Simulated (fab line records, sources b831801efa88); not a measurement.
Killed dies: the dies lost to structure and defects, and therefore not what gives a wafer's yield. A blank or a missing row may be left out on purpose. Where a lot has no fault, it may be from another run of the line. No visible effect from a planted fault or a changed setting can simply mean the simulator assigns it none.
fab line records + flow sky130 + part 2 of 2: steps 25 to 34 of 34
record:
- lots: 5
- wafers: 15
- last-day: 51
route steps=708 shown METAL1@450 VIA1@458 METAL2@483
lots that met no fault: from a run of the same line without faults
start-h: the number of hours between the record's first day and the start of the first shown wafer of the lot + wait-h: hours elapsed since this lot's preceding step + " unchanged from the row above + L1.1+2: one row covering several wafers at once + - no value, or no start was given + * or withheld: withheld + < > ~ a bound
route shown NAME@n: names a module that has steps shown in the file, with the first one's number in the route + usual: mean/standard deviation taken from wafers without a fault + same: alike in all rows + chamber/n: place in a boat + sites: per-site readings + _std_site: the values' standard deviation + _edge_site: inner sites' mean taken away from outer sites' mean + radius-mm: for every site, how far away it sits from the centre of the wafer + mask NAME#n: copy n + behind: the last tool/chamber to shape the wafer + hold: the reason the lot was held/the length of the hold in hours/how it ended + device: which transistor (n, p or np) failed to switch + end of line: the same wafers' tests at the end of the route + a step with no rows: only its recipe + killed: not the wafer's yield, but the dies lost to structure and defects at the first sort + map: dies across one wafer; x = killed, . = not, _ = none there
set.NAME: the setting as run; set.NAME@STEP: as run at that earlier step + model.NAME: the simulator's own value behind a step, which no gauge read
lots at selected steps of the route; one table per step, one row per wafer
services: when a tool's chamber went out of use (start-h, in hours from the record's first day, below 0 if earlier), for how many hours, and the reason
== steps ==
step: SKY_VIA1_STRIP_16
recipe:
- chemistry: O2/N2
- power-w: 1400
- pressure-mtorr: 1500
- platen-temp-c: withheld
- o2-flow-sccm: 3000
- n2-flow-sccm: 300
- overash-fraction: 0.5
usual:
- drypump-motor-current-A: 5.3/0.34
- oes-product-au: 0.415/0.0046
- strip-time-to-endpoint-s: 4.447/0.025
| lot.wafer | tool            | chamber | start-h | wait-h | drypump-motor-current-A | oes-product-au | rf-hours-counter-h | strip-time-to-endpoint-s |
|-----------|-----------------|---------|---------|--------|-------------------------|----------------|--------------------|--------------------------|
| L082.1    | plasma-asher-02 | 0       | 864.71  | 0.0    | 5.0                     | 0.423          | 103                | 4.454                    |
| L082.3    | "               | 0       | "       | "      | 5.1                     | 0.420          | -                  | 4.455                    |
| L082.5    | "               | 0       | "       | "      | 5.0                     | 0.421          | -                  | 4.478                    |
| L084.2    | plasma-asher-03 | 1       | 883.06  | 0.0    | 5.2                     | 0.418          | 43                 | 4.409                    |
| L084.3    | "               | 1       | "       | "      | 5.2                     | 0.416          | -                  | 4.437                    |
| L084.4    | "               | 0       | "       | "      | 5.4                     | 0.417          | -                  | 4.465                    |
| L087.3    | plasma-asher-01 | 1       | 899.49  | 0.1    | 4.6                     | 0.417          | -                  | 4.432                    |
| L087.4    | "               | 0       | "       | "      | 5.9                     | 0.406          | -                  | 4.441                    |
| L087.5    | "               | 1       | "       | "      | 4.6                     | 0.420          | -                  | 4.458                    |
| L094.3    | plasma-asher-01 | 0       | 960.74  | 0.1    | 5.9                     | 0.407          | -                  | 4.479                    |
| L094.4    | "               | 1       | "       | "      | 4.6                     | 0.404          | -                  | 4.430                    |
| L094.5    | "               | 1       | "       | "      | 4.6                     | 0.408          | -                  | 4.439                    |
| L097.1    | plasma-asher-03 | 0       | 978.81  | 0.0    | 5.4                     | 0.418          | 52                 | 4.430                    |
| L097.2    | "               | 1       | "       | "      | 5.2                     | 0.413          | 52                 | 4.410                    |
| L097.3    | "               | 1       | "       | "      | 5.2                     | 0.413          | -                  | 4.455                    |
step: SKY_VIA1_STRIP_17
recipe:
- chemistry: post-etch-residue-remover
- time-s: 1200
- temp-c: 72.5
usual:
- bath-guard-temp-C: 72.7/0.59
| lot.wafer | tool         | chamber | start-h | wait-h | bath-guard-temp-C |
|-----------|--------------|---------|---------|--------|-------------------|
| L082.1    | wet-bench-03 | 1       | 864.81  | 0.1    | 73.2              |
| L082.3    | "            | 1       | "       | "      | 73.0              |
| L082.5    | "            | 1       | "       | "      | 73.3              |
| L084.2    | wet-bench-03 | 2       | 883.16  | 0.1    | 73.5              |
| L084.3    | "            | 2       | "       | "      | 73.5              |
| L084.4    | "            | 2       | "       | "      | 73.3              |
| L087.3    | wet-bench-01 | 0       | 899.56  | 0.0    | 72.1              |
| L087.4    | "            | 0       | "       | "      | 71.7              |
| L087.5    | "            | 0       | "       | "      | 71.8              |
| L094.3    | wet-bench-03 | 2       | 960.81  | 0.0    | 74.1              |
| L094.4    | "            | 2       | "       | "      | 73.7              |
| L094.5    | "            | 2       | "       | "      | 73.8              |
| L097.1    | wet-bench-04 | 1       | 978.91  | 0.1    | 72.5              |
| L097.2    | "            | 1       | "       | "      | 72.5              |
| L097.3    | "            | 1       | "       | "      | 72.6              |
step: SKY_VIA1_CLEAN_18
recipe:
- chemistry: IPA
- time-s: 180
- temp-c: 25
| lot.wafer  | tool         | chamber | start-h | wait-h |
|------------|--------------|---------|---------|--------|
| L082.1+3+5 | wet-bench-04 | 2       | 865.15  | 0.0    |
| L084.2+3+4 | wet-bench-01 | 0       | 883.53  | 0.0    |
| L087.3+4+5 | wet-bench-03 | 0       | 899.93  | 0.0    |
| L094.3+4+5 | wet-bench-01 | 1       | 961.15  | 0.0    |
| L097.1+2+3 | wet-bench-03 | 0       | 979.31  | 0.0    |
step: SKY_VIA1_CLEAN_19
recipe:
- chemistry: O3/DIW
- dry: n2-spin
| lot.wafer  | tool         | chamber | start-h | wait-h |
|------------|--------------|---------|---------|--------|
| L082.1+3+5 | wet-bench-01 | 2       | 865.21  | 0.0    |
| L084.2+3+4 | wet-bench-04 | 2       | 883.59  | 0.0    |
| L087.3+4+5 | wet-bench-01 | 2       | 899.99  | 0.0    |
| L094.3+4+5 | wet-bench-04 | 1       | 961.21  | 0.0    |
| L097.1+2+3 | wet-bench-01 | 1       | 979.38  | 0.0    |
step: SKY_VIA1_SPUTTER_20
recipe:
- material: TiN
- target-thk-nm: 20
- chamber-pressure-pa: 5
- power-w: 4000
- time-s: 80
usual:
- throttle-valve-pct: 29.9/0.88
| lot.wafer | tool           | chamber | start-h | wait-h | throttle-valve-pct |
|-----------|----------------|---------|---------|--------|--------------------|
| L082.1    | pvd-sputter-03 | -       | 865.39  | 0.0    | 30.6               |
| L082.3    | "              | -       | "       | "      | 30.3               |
| L082.5    | "              | -       | "       | "      | 30.0               |
| L084.2    | pvd-sputter-03 | -       | 883.68  | 0.0    | 30.7               |
| L084.3    | "              | -       | "       | "      | 30.3               |
| L084.4    | "              | -       | "       | "      | 30.3               |
| L087.3    | pvd-sputter-04 | -       | 900.09  | 0.0    | 30.5               |
| L087.4    | "              | -       | "       | "      | 28.9               |
| L087.5    | "              | -       | "       | "      | 29.8               |
| L094.3    | pvd-sputter-03 | -       | 961.31  | 0.0    | 30.4               |
| L094.4    | "              | -       | "       | "      | 30.1               |
| L094.5    | "              | -       | "       | "      | 30.6               |
| L097.1    | pvd-sputter-03 | -       | 979.48  | 0.0    | 30.5               |
| L097.2    | "              | -       | "       | "      | 30.2               |
| L097.3    | "              | -       | "       | "      | 30.5               |
step: SKY_VIA1_CVD_21
recipe:
- material: W
- target-thk-nm: 270
- time-s: 80.902
- temp-c: 400
- pressure-torr: 40
usual:
- chamber-pressure-Torr: 40.01/0.092
- heater-power-w: 834/96
| lot.wafer | tool     | chamber | start-h | wait-h | chamber-pressure-Torr | heater-power-w | since-wet-clean-h |
|-----------|----------|---------|---------|--------|-----------------------|----------------|-------------------|
| L082.1    | cvd-w-01 | 0       | 865.45  | 0.0    | 39.98                 | 939            | 461               |
| L082.3    | "        | 1       | "       | "      | 39.96                 | 744            | -                 |
| L082.5    | "        | 0       | "       | "      | 39.96                 | 956            | -                 |
| L084.2    | cvd-w-01 | 0       | 883.74  | 0.0    | 39.95                 | 959            | 480               |
| L084.3    | "        | 0       | "       | "      | 40.14                 | 948            | -                 |
| L084.4    | "        | 1       | "       | "      | 40.01                 | 736            | -                 |
| L087.3    | cvd-w-02 | 1       | 900.18  | 0.1    | 40.02                 | 750            | -                 |
| L087.4    | "        | 0       | "       | "      | 39.95                 | 923            | -                 |
| L087.5    | "        | 0       | "       | "      | 39.98                 | 905            | -                 |
| L094.3    | cvd-w-01 | 1       | 961.40  | 0.1    | 40.17                 | 730            | -                 |
| L094.4    | "        | 0       | "       | "      | 40.05                 | 952            | -                 |
| L094.5    | "        | 1       | "       | "      | 39.95                 | 758            | -                 |
| L097.1    | cvd-w-01 | 0       | 979.54  | 0.0    | 39.98                 | 965            | 576               |
| L097.2    | "        | 1       | "       | "      | 40.07                 | 771            | 576               |
| L097.3    | "        | 0       | "       | "      | 40.13                 | 964            | -                 |
step: SKY_VIA1_RS_MEAS_22
recipe:
- thk-meas-gauge: four-point-probe
- reads: W_of_VIA1_CVD_21+TiN_of_VIA1_SPUTTER_20
usual:
- VIA1_W_RS: 0.424/0.0094
| lot.wafer | tool          | chamber | start-h | wait-h | VIA1_W_RS[ohm/sq] |
|-----------|---------------|---------|---------|--------|-------------------|
| L082.1    | film-metro-03 | -       | 865.55  | 0.1    | 0.420             |
| L082.3    | "             | -       | "       | "      | 0.429             |
| L082.5    | "             | -       | "       | "      | 0.424             |
| L084.2    | film-metro-02 | -       | 883.85  | 0.1    | 0.423             |
| L084.3    | "             | -       | "       | "      | 0.417             |
| L084.4    | "             | -       | "       | "      | 0.431             |
| L087.3    | film-metro-02 | -       | 900.28  | 0.1    | 0.409             |
| L087.4    | "             | -       | "       | "      | 0.436             |
| L087.5    | "             | -       | "       | "      | 0.437             |
| L094.3    | film-metro-02 | -       | 961.50  | 0.1    | 0.431             |
| L094.4    | "             | -       | "       | "      | 0.427             |
| L094.5    | "             | -       | "       | "      | 0.440             |
| L097.1    | film-metro-02 | -       | 979.64  | 0.1    | 0.431             |
| L097.2    | "             | -       | "       | "      | 0.438             |
| L097.3    | "             | -       | "       | "      | 0.433             |
step: SKY_VIA1_THK_MEAS_23
recipe:
- thk-meas-gauge: xrf
- reads: W_of_VIA1_CVD_21
usual:
- VIA1_W_THK: 273/6.1
| lot.wafer | tool          | chamber | start-h | wait-h | VIA1_W_THK[nm] |
|-----------|---------------|---------|---------|--------|----------------|
| L082.1    | film-metro-03 | -       | 865.67  | 0.1    | 275            |
| L082.3    | "             | -       | "       | "      | 269            |
| L082.5    | "             | -       | "       | "      | 272            |
| L084.2    | film-metro-02 | -       | 883.96  | 0.1    | 274            |
| L084.3    | "             | -       | "       | "      | 280            |
| L084.4    | "             | -       | "       | "      | 272            |
| L087.3    | film-metro-02 | -       | 900.38  | 0.1    | 284            |
| L087.4    | "             | -       | "       | "      | 269            |
| L087.5    | "             | -       | "       | "      | 267            |
| L094.3    | film-metro-02 | -       | 961.60  | 0.1    | 271            |
| L094.4    | "             | -       | "       | "      | 274            |
| L094.5    | "             | -       | "       | "      | 265            |
| L097.1    | film-metro-02 | -       | 979.76  | 0.1    | 271            |
| L097.2    | "             | -       | "       | "      | 267            |
| L097.3    | "             | -       | "       | "      | 270            |
step: SKY_VIA1_CMP_24
recipe:
- stop-on: SiO2
- t-overpolish-s: 15
- down-force-psi: 3.5
- platen-rpm: 60
- target-thk-nm: 0
- pad-velocity-m-s: 0.94248
usual:
- motor-current-A: 11.1/1.7
- overpolish-run-s: 15.000/0.009
- retaining-ring-pressure-frac: 0.999/0.0049
- time-to-endpoint-s: 67/3.2
| lot.wafer | tool   | chamber | start-h | wait-h | motor-current-A | overpolish-run-s | retaining-ring-pressure-frac | time-to-endpoint-s |
|-----------|--------|---------|---------|--------|-----------------|------------------|------------------------------|--------------------|
| L082.1    | cmp-02 | 0       | 865.73  | 0.1    | 10.8            | 15.003           | 1.000                        | 66                 |
| L082.3    | "      | 2       | "       | "      | 9.7             | 14.986           | 0.991                        | 64                 |
| L082.5    | "      | 1       | "       | "      | 8.4             | 15.005           | 0.998                        | 66                 |
| L084.4    | cmp-01 | 0       | 884.01  | 0.0    | 13.1            | 14.996           | 1.001                        | 67                 |
| L084.3    | "      | 1       | "       | "      | 10.2            | 14.999           | 0.999                        | 66                 |
| L084.2    | "      | 2       | "       | "      | 10.3            | 14.985           | 0.998                        | 69                 |
| L087.3    | cmp-01 | 0       | 900.52  | 0.1    | 13.4            | 15.004           | 0.999                        | 68                 |
| L087.4    | "      | 1       | "       | "      | 11.0            | 15.013           | 0.999                        | 67                 |
| L087.5    | "      | 2       | "       | "      | 9.5             | 14.999           | 0.999                        | 66                 |
| L094.3    | cmp-01 | 1       | 961.69  | 0.1    | 10.7            | 15.003           | 1.003                        | 69                 |
| L094.4    | "      | 2       | "       | "      | 10.0            | 15.002           | 0.983                        | 70                 |
| L094.5    | "      | 0       | "       | "      | 12.6            | 15.005           | 0.997                        | 66                 |
| L097.3    | cmp-01 | 2       | 979.82  | 0.0    | 10.2            | 15.004           | 0.988                        | 69                 |
| L097.1    | "      | 0       | "       | "      | 13.2            | 15.001           | 0.995                        | 65                 |
| L097.2    | "      | 1       | "       | "      | 10.9            | 15.002           | 0.999                        | 65                 |
step: SKY_METAL2_SPUTTER_00
recipe:
- material: Ti
- target-thk-nm: 15
- power-w: 3000
- time-s: 10
- chamber-pressure-pa: 0.4
usual:
- throttle-valve-pct: 29.5/1.1
| lot.wafer | tool           | chamber | start-h | wait-h | throttle-valve-pct |
|-----------|----------------|---------|---------|--------|--------------------|
| L082.1    | pvd-sputter-04 | -       | 866.03  | 0.2    | 29.5               |
| L082.3    | "              | -       | "       | "      | 28.7               |
| L082.5    | "              | -       | "       | "      | 28.7               |
| L084.2    | pvd-sputter-02 | -       | 884.31  | 0.1    | 30.0               |
| L084.3    | "              | -       | "       | "      | 27.0               |
| L084.4    | "              | -       | "       | "      | 28.2               |
| L087.3    | pvd-sputter-02 | -       | 900.72  | 0.1    | 30.0               |
| L087.4    | "              | -       | "       | "      | 28.3               |
| L087.5    | "              | -       | "       | "      | 28.1               |
| L094.3    | pvd-sputter-04 | -       | 961.94  | 0.2    | 30.8               |
| L094.4    | "              | -       | "       | "      | 29.2               |
| L094.5    | "              | -       | "       | "      | 28.4               |
| L097.1    | pvd-sputter-01 | -       | 980.12  | 0.1    | 31.2               |
| L097.2    | "              | -       | "       | "      | 29.5               |
| L097.3    | "              | -       | "       | "      | 30.1               |
== services ==
| tool            | chamber | start-h | hours | kind   |
|-----------------|---------|---------|-------|--------|
| rie-diel-04     | -       | 825.39  | 0.6   | repair |
| rie-diel-04     | 1       | 829.96  | 9.1   | repair |
| plasma-asher-01 | -       | 833.46  | 3.6   | repair |
| krf-scanner-02  | -       | 833.74  | 0.8   | pm     |
| krf-scanner-02  | -       | 836.14  | 0.8   | pm     |
| krf-scanner-02  | -       | 844.14  | 1.3   | pm     |
| hdpcvd-02       | -       | 850.63  | 2.8   | pm     |
| rie-metal-02    | -       | 856.83  | 0.1   | repair |
| krf-scanner-02  | -       | 862.43  | 1.0   | pm     |
| pvd-sputter-03  | -       | 867.32  | 3.9   | repair |
| rie-diel-04     | 3       | 875.23  | 5.5   | repair |
| rie-diel-02     | 0       | 882.10  | 8.4   | repair |
| cvd-w-01        | -       | 886.48  | 0.6   | repair |
| krf-scanner-01  | -       | 900.54  | 0.8   | pm     |
| krf-scanner-01  | -       | 916.35  | 1.3   | pm     |
| wet-bench-02    | -       | 920.85  | 4.7   | repair |
| wet-bench-04    | -       | 931.08  | 4.4   | pm     |
| krf-scanner-01  | -       | 942.21  | 36.0  | pm     |
| pvd-sputter-03  | -       | 965.07  | 5.4   | repair |
| rie-diel-04     | 1       | 967.04  | 4.1   | repair |
| rie-metal-02    | 0       | 969.93  | 1.9   | repair |
| rie-diel-02     | 3       | 971.26  | 4.9   | repair |
| rie-diel-04     | -       | 971.53  | 2.8   | pm     |
| krf-scanner-01  | -       | 978.21  | 1.0   | pm     |
